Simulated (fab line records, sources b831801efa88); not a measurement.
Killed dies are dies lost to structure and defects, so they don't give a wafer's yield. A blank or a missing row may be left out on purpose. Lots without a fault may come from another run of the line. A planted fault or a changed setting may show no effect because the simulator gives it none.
Problem report in the 8D (eight disciplines) form, filled by code | flow gf180mcu | the parts of the form that need people (team, actions taken, sign-off) are left out

1. THE PROBLEM
V1_W_RS at GF_V1_RS_MEAS_24 reads a mean of 0.3533 ohm/sq on 6 wafers of 2 lots; wafers without a fault read 0.3289 ohm/sq with a standard deviation of 0.003. That is +8.1 standard deviations from the usual mean.
The step: measures by four-point-probe.
First seen on wafer L747.2, day 19 02:34, on film_metro-03. The record holds 36 wafers of 12 lots with a number at this step. Rule for "out", or "out of limits": more than 4 standard deviations from the usual mean. The other wafers with a number count as sound.

2. WHAT IT IS AND WHAT IT IS NOT
question                    | is                     | is not
which readings at this step | V1_W_RS                | -
which lots                  | L747, L748             | L744, L745, L757, L759, L760, L763, L764, L765, L766, L767
which wafers of those lots  | all that have a number | -
read on which gauges        | film_metro-03          | film_metro-01, film_metro-02
when                        | from day 19 02:34      | up to then (6 sound wafers); but 24 sound wafers of L757, L759, L760, L763, L764, L765, L766, L767 came after

3. SUSPECTS, AND WHAT RULES EACH OUT
Counting: a tool at a process step up to the reading stays a suspect if it ran every lot that is out and no sound lot after the first of them.
- the gauge at GF_V1_RS_MEAS_24: kept. All the wafers that are out were read on film_metro-03, and no step on other tools shows them out.
- cvd_w-01 at GF_V1_CVD_23 (deposits W, target thk 350 nm, time 105.05 s): ruled out as a lasting fault. Sound lots L757, L764, L765, L766, L767 ran on it after its first lot that is out, L747 (day 19 02:26).
Left after counting: film_metro-03 at GF_V1_RS_MEAS_24.

4. THE CAUSE (what the simulator had put in)
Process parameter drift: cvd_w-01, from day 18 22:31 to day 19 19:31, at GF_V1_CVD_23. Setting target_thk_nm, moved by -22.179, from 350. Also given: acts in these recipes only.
Counting ruled it out, wrongly: the rule takes a fault to strike every lot that its tool runs from its start on, and this one did not.

5. THE CHAIN OF EFFECTS, in route order
Each row: a reading whose mean over the struck wafers that have a number lies more than 3 standard deviations from the usual. Only readings for which the record gives a usual standard deviation are gone through. hours: the time from each lot's start at the first step in this table that gives one to its start at this step, as a median over the lots. sigmas: the change in usual standard deviations.
hours | step              | reading  | usual         | on struck wafers | change  | sigmas
0     | GF_V1_RS_MEAS_24  | V1_W_RS  | 0.3289 ohm/sq | 0.3533           | +0.0244 | +8.1
0     | GF_V1_THK_MEAS_25 | V1_W_THK | 357 nm        | 330              | -27     | -6.2

6. WHAT WOULD HAVE CAUGHT IT SOONER
In this record the first reading out of limits at a measuring or inspecting step was taken at day 19 02:34, 4 hours after the fault began at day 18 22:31.
Of the tool readings at GF_V1_CVD_23 for which the record gives a usual standard deviation, none was out on any struck wafer, so an alarm limit of 4 standard deviations on them would not have fired.
